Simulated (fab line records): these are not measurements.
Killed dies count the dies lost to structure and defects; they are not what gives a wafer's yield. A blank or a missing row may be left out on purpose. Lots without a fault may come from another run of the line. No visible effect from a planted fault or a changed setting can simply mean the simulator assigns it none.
What tool caused it?    flow gf180mcu    12 lots, 33 wafers sampled, at 4 steps of a route of 602

WHAT EACH GAUGE READ, for each wafer
GF_HV_LDD_THK_MEAS_55.
lot   measured      on             HV_LDD_CVD_54_THK (nm)
L351  day 12 13:20  film_metro-02  9.75 9.70
L352  day 12 19:42  film_metro-02  10.11 10.15 10.07
L353  day 13 05:08  film_metro-03  9.86 9.93 9.87
L354  day 13 09:34  film_metro-01  9.93 10.17 10.00
L355  day 13 19:26  film_metro-03  10.01 10.14 10.03
L356  day 14 02:52  film_metro-01  10.03 10.02 10.25
L357  day 14 12:35  film_metro-01  9.96 9.95 9.95
L366  day 17 08:08  film_metro-03  9.97 9.84 9.88
L367  day 17 14:19  film_metro-01  9.97 10.04 9.95
L371  day 19 03:26  film_metro-02  9.73 9.79
L372  day 19 07:52  film_metro-03  9.76 9.80 9.75
L373  day 19 20:13  film_metro-01  10.00 9.99

GF_M1_RS_MEAS_05: a four-point-probe measurement.
lot   measured      on             M1_ALCU_RS (ohm/sq)
L351  day 16 05:53  film_metro-04  0.0702 0.0696
L352  day 16 14:35  film_metro-04  0.0701 0.0702 0.0704
L353  day 17 01:55  film_metro-04  0.0684 0.0692 0.0696
L354  day 17 06:41  film_metro-04  0.0686 0.0682 0.0685
L355  day 17 14:52  film_metro-04  0.0696 0.0698 0.0696
L356  day 17 23:26  film_metro-03  0.0699 0.0700 0.0696
L357  day 18 10:44  film_metro-01  0.0704 0.0713 0.0711
L366  day 21 12:58  film_metro-03  0.0705 0.0713 0.0706
L367  day 21 17:43  film_metro-01  0.0692 0.0710 0.0709
L371  day 23 08:55  film_metro-01  0.0706 0.0695
L372  day 23 12:12  film_metro-04  0.0713 0.0709 0.0706
L373  day 23 23:46  film_metro-03  0.0696 0.0677

WHICH TOOL RAN EACH LOT (tool, then ch and the chambers of the sampled wafers, then the start)
lot   GF_DUAL_GATE_COAT_06               GF_DUAL_GATE_STRIP_13
L351  litho_track-02 ch 0, day 8 02:34   plasma_asher-01 ch 1, day 8 10:23
L352  litho_track-03 ch 0, day 8 07:24   plasma_asher-02 ch 0,1, day 8 16:32
L353  litho_track-03 ch 0, day 8 13:41   plasma_asher-02 ch 0,1, day 8 22:56
L354  litho_track-02 ch 0, day 8 19:50   plasma_asher-02 ch 0,1, day 9 04:38
L355  litho_track-01 ch 0, day 9 04:49   plasma_asher-02 ch 0,1, day 9 14:10
L356  litho_track-02 ch 0, day 9 09:22   plasma_asher-04 ch 0,1, day 9 18:08
L357  litho_track-01 ch 0, day 9 17:10   plasma_asher-04 ch 0,1, day 10 02:11
L366  litho_track-01 ch 0, day 12 05:52  plasma_asher-01 ch 0,1, day 12 15:38
L367  litho_track-01 ch 0, day 12 11:05  plasma_asher-01 ch 0,1, day 12 21:10
L371  litho_track-03 ch 0, day 13 16:11  plasma_asher-02 ch 0,1, day 14 03:11
L372  litho_track-02 ch 0, day 13 21:37  plasma_asher-04 ch 0,1, day 14 07:46
L373  litho_track-02 ch 0, day 14 05:50  plasma_asher-02 ch 0, day 14 16:22
- GF_DUAL_GATE_COAT_06: resist thk 1000 nm.
- GF_DUAL_GATE_STRIP_13: strips in O2/N2.

AS READ BY THE TOOLS THEMSELVES (means over the sampled wafers that have a number; for cases with no such wafer, the mark the record gives instead)
GF_DUAL_GATE_COAT_06.
lot   tool            chill_plate_temp_C (C)
L351  litho_track-02  23.03
L352  litho_track-03  23.07
L353  litho_track-03  22.91
L354  litho_track-02  22.99
L355  litho_track-01  22.89
L356  litho_track-02  23.02
L357  litho_track-01  23.17
L366  litho_track-01  23.14
L367  litho_track-01  22.83
L371  litho_track-03  23.23
L372  litho_track-02  23.01
L373  litho_track-02  23.09

GF_DUAL_GATE_STRIP_13.
lot   tool             drypump_motor_current_A (A)  heater_power_w (W)  oes_product_au (a.u.)  strip_time_to_endpoint_s (s)
L351  plasma_asher-01  6.5                          306                 0.716                  12.63
L352  plasma_asher-02  5.9                          352                 0.721                  12.65
L353  plasma_asher-02  5.9                          351                 0.712                  12.60
L354  plasma_asher-02  6.1                          357                 0.716                  12.67
L355  plasma_asher-02  6.1                          352                 0.710                  12.67
L356  plasma_asher-04  5.4                          315                 0.716                  12.61
L357  plasma_asher-04  5.4                          317                 0.719                  12.65
L366  plasma_asher-01  6.3                          312                 0.715                  13.45
L367  plasma_asher-01  6.3                          308                 0.717                  13.44
L371  plasma_asher-02  6.0                          360                 0.716                  12.66
L372  plasma_asher-04  5.4                          312                 0.714                  12.65
L373  plasma_asher-02  6.2                          358                 0.723                  12.63

THE ANSWER, worked out from the rows above alone
Rule: usual is defined by the lots themselves. Put in order of their means at a reading, lots are off if they are a third of the lots or fewer, leave a main group of 4 or more, and stand apart from it by a gap of 3 or more times the standard deviation of the main group's means; of several such gaps the widest counts. If all means in a main group match to the digits the tables above print for the reading, that group is not used. A lot without any number at a reading at which 4 lots or more have one is off too. Any other lot the step has rows for is counted as sound. After the gauges, taken in route order, come the tools' own readings; for these a lot's mean is taken, as printed above. At the first step where some lot is off, the reading lying furthest off is the one used; lots without a number count as furthest.
Off: L366, L367 (GF_DUAL_GATE_STRIP_13, strip_time_to_endpoint_s). The main group: mean 12.64 s, standard deviation 0.023.
A tool fits if, at that step or a process step before it, it ran every lot that is off, and no sound lot after the first of them. Can't be told from this: 2 tools fit, litho_track-01 at GF_DUAL_GATE_COAT_06, plasma_asher-01 at GF_DUAL_GATE_STRIP_13.

WHAT HAD BEEN PUT IN BY THE SIMULATOR
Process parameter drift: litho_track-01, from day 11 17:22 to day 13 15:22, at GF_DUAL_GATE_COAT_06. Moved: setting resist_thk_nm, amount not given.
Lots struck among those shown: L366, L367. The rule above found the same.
